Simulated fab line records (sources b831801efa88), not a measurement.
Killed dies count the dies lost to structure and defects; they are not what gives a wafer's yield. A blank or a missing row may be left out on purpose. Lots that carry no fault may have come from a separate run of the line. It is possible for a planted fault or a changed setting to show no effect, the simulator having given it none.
The tool behind it: which one? | flow gf180mcu | 42 wafers from 14 lots sampled at 5 of the route's 602 steps

## WHAT EACH GAUGE READ, for each wafer
GF_NSD_OVL_MEAS_08. Usual: NSD_OVL gives 0.8 nm (standard deviation 1.5).
lot  | measured     | on         | NSD_OVL (nm)   | flag
L267 | day 13 08:29 | overlay-02 | -0.3 -1.0 -2.0 | 
L268 | day 13 17:00 | overlay-01 | 0.9 1.4 -0.1   | 
L269 | day 14 02:56 | overlay-01 | 2.6 1.6 3.3    | 
L270 | day 14 13:39 | overlay-01 | 3.4 0.7 1.8    | 
L271 | day 14 16:19 | overlay-02 | -0.8 -2.0 1.0  | 
L272 | day 15 05:39 | overlay-02 | 0.5 -0.2 -0.5  | 
L274 | day 15 19:59 | overlay-02 | 1.3 3.0 2.2    | 
L273 | day 15 23:35 | overlay-02 | 1.2 1.2 0.7    | 
L276 | day 17 11:24 | overlay-02 | 0.5 -0.1 0.6   | 
L280 | day 19 03:16 | overlay-02 | 0.0 1.3 2.1    | 
L282 | day 19 11:47 | overlay-01 | 1.1 3.0 2.7    | 
L284 | day 19 17:20 | overlay-01 | 2.3 1.6 2.4    | 
L285 | day 20 07:17 | overlay-01 | -1.1 -0.9 -1.9 | 
L289 | day 21 04:40 | overlay-01 | 3.3 2.2 2.1    | 

GF_PSD_OVL_MEAS_08. Usual: PSD_OVL gives -0.2 nm (standard deviation 1.4).
lot  | measured     | on         | PSD_OVL (nm)   | flag
L267 | day 14 04:42 | overlay-01 | 1.8 1.3 1.2    | 
L268 | day 14 13:52 | overlay-02 | 1.1 0.9 0.3    | 
L269 | day 15 00:12 | overlay-01 | -0.6 -1.5 -0.4 | 
L270 | day 15 11:00 | overlay-02 | -0.1 -1.8 -0.3 | 
L271 | day 15 13:08 | overlay-01 | -0.8 -0.1 0.2  | 
L272 | day 16 03:35 | overlay-01 | 1.7 0.5 -0.3   | 
L274 | day 16 18:07 | overlay-02 | -1.7 -2.4 -0.9 | 
L273 | day 16 21:59 | overlay-02 | 0.1 0.3 1.0    | 
L276 | day 18 11:17 | overlay-02 | -0.4 -0.1 -1.1 | 
L280 | day 20 04:43 | overlay-02 | -1.9 -0.9 -1.6 | 
L282 | day 20 12:35 | overlay-01 | 2.4 1.6 0.8    | 
L284 | day 20 17:48 | overlay-01 | 3.4 1.1 2.0    | 
L285 | day 21 07:47 | overlay-01 | -2.0 -0.7 -1.6 | 
L289 | day 22 03:55 | overlay-02 | 2.1 2.0 2.3    | 

GF_SAB_THK_MEAS_01. Usual: SAB_CVD_00_THK gives 50.0 nm (standard deviation 0.6).
lot  | measured     | on           | SAB_CVD_00_THK (nm) | flag
L267 | day 14 05:36 | filmMetro-03 | 49.9 50.5 51.0      | 
L268 | day 14 14:36 | filmMetro-03 | 49.6 49.2 50.3      | 
L269 | day 15 00:56 | filmMetro-02 | 49.6 49.2 50.0      | 
L270 | day 15 11:44 | filmMetro-02 | 49.4 49.8 50.0      | 
L271 | day 15 13:53 | filmMetro-02 | 50.6 50.9 51.3      | 
L272 | day 16 04:25 | filmMetro-02 | 49.1 49.8 50.2      | 
L274 | day 16 18:51 | filmMetro-02 | 50.2 49.6 50.6      | 
L273 | day 16 22:52 | filmMetro-01 | 49.5 50.3 49.5      | 
L276 | day 18 12:02 | filmMetro-01 | 50.5 50.0 50.9      | 
L280 | day 20 05:28 | filmMetro-03 | 49.5 50.5 49.8      | 
L282 | day 20 13:19 | filmMetro-02 | 42.3 42.6 43.5      | OFF
L284 | day 20 18:32 | filmMetro-02 | 42.9 43.2 43.4      | OFF
L285 | day 21 08:32 | filmMetro-02 | 49.9 49.2 50.3      | 
L289 | day 22 04:40 | filmMetro-02 | 48.8 50.0 49.7      | 

GF_SAB_OVL_MEAS_10. Usual: SAB_OVL gives -1.0 nm (standard deviation 1.3).
lot  | measured     | on         | SAB_OVL (nm)   | flag
L267 | day 15 02:30 | overlay-02 | -1.8 -2.2 -2.0 | 
L268 | day 15 11:45 | overlay-02 | 0.2 0.1 -0.3   | 
L269 | day 15 22:09 | overlay-01 | -1.0 -2.4 -1.2 | 
L270 | day 16 09:51 | overlay-01 | 0.3 -0.9 0.3   | 
L271 | day 16 12:03 | overlay-01 | 1.1 -0.8 0.6   | 
L272 | day 17 03:09 | overlay-01 | -0.4 0.3 -0.2  | 
L274 | day 17 18:32 | overlay-01 | -1.0 -2.2 -3.1 | 
L273 | day 17 21:46 | overlay-01 | -1.7 -0.4 -0.4 | 
L276 | day 19 12:05 | overlay-01 | 0.6 1.0 -1.3   | 
L280 | day 21 05:21 | overlay-02 | 0.4 -0.9 -0.6  | 
L282 | day 21 13:05 | overlay-02 | -2.7 -2.9 -1.9 | 
L284 | day 21 17:24 | overlay-01 | 0.6 0.6 0.3    | 
L285 | day 22 07:47 | overlay-01 | -2.7 -1.3 -3.5 | 
L289 | day 23 04:09 | overlay-02 | -2.4 -3.8 -1.9 | 

## WHAT TOOL EACH LOT RAN ON (gives the tool, then ch and the chambers of the sampled wafers, and finally the start)
lot  | GF_SAB_CVD_00
L267 | pecvd-02 ch 1,2, day 14 05:35
L268 | pecvd-03 ch 0,2, day 14 14:34
L269 | pecvd-02 ch 0,2, day 15 00:55
L270 | pecvd-03 ch 0,1,2, day 15 11:43
L271 | pecvd-02 ch 0,2, day 15 13:51
L272 | pecvd-03 ch 0,1,2, day 16 04:23
L274 | pecvd-03 ch 1,2, day 16 18:49
L273 | pecvd-03 ch 0,2, day 16 22:50
L276 | pecvd-02 ch 0,1,2, day 18 12:01
L280 | pecvd-01 ch 0,1,2, day 20 05:25
L282 | pecvd-02 ch 0,1, day 20 13:18
L284 | pecvd-02 ch 1,2, day 20 18:31
L285 | pecvd-01 ch 0,1, day 21 08:31
L289 | pecvd-03 ch 1,2, day 22 04:37
- GF_SAB_CVD_00: deposits SiO2 from TEOS, target thk 50 nm, time 4.9302 s.

## WHAT THE TOOLS THEMSELVES READ (means of the sampled wafers that have a number; where no wafer has one, the mark that the record gives instead)
GF_SAB_CVD_00. Usual: heaterPowerW 679 W, standard deviation 110; susceptorTempC 399.95 C, standard deviation 0.23.
lot  | tool     | heaterPowerW (W) | susceptorTempC (C) | flag
L267 | pecvd-02 | 663              | 399.89             | 
L268 | pecvd-03 | 537              | 399.94             | 
L269 | pecvd-02 | 745              | 400.00             | 
L270 | pecvd-03 | 601              | 399.89             | 
L271 | pecvd-02 | 699              | 399.82             | 
L272 | pecvd-03 | 541              | 399.79             | 
L274 | pecvd-03 | 672              | 399.90             | 
L273 | pecvd-03 | 528              | 399.91             | 
L276 | pecvd-02 | 742              | 399.99             | 
L280 | pecvd-01 | 716              | 399.79             | 
L282 | pecvd-02 | 775              | 399.91             | 
L284 | pecvd-02 | 689              | 399.91             | 
L285 | pecvd-01 | 789              | 399.93             | 
L289 | pecvd-03 | 622              | 400.09             | 

## THE ANSWER, worked out from the rows above alone
Rule: a lot counts as off when the mean over its wafers that have a number is more than 3 standard deviations away from the usual mean. A lot without any number at a reading at which 4 lots or more have one is off too. Any other lot the step has rows for is counted as sound. After the gauges, taken in route order, come the tools' own readings; for these a lot's mean is taken, as printed above. At the first step where some lot is off, the reading lying furthest off is the one used; lots without a number count as furthest.
Off: L282, L284, seen at GF_SAB_THK_MEAS_01 (SAB_CVD_00_THK).
A tool fits if, at a process step before that reading, it ran every lot that is off, and no sound lot after the first of them. Those tools and the gauges at GF_SAB_THK_MEAS_01 are tried in the same way. One fits: GF_SAB_CVD_00 on pecvd-02. Its last sound lot is L276 (day 18 12:01), its first lot that is off L282 (day 20 13:18): a fault that began between those two fits.

## WHAT THE SIMULATOR HAD INSERTED
Site profile drift: pecvd-02, from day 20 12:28 on, at GF_SAB_CVD_00. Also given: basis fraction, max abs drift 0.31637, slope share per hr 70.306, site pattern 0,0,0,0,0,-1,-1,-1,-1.
Lots struck among those shown: L282, L284. This agrees with what the rule above found.
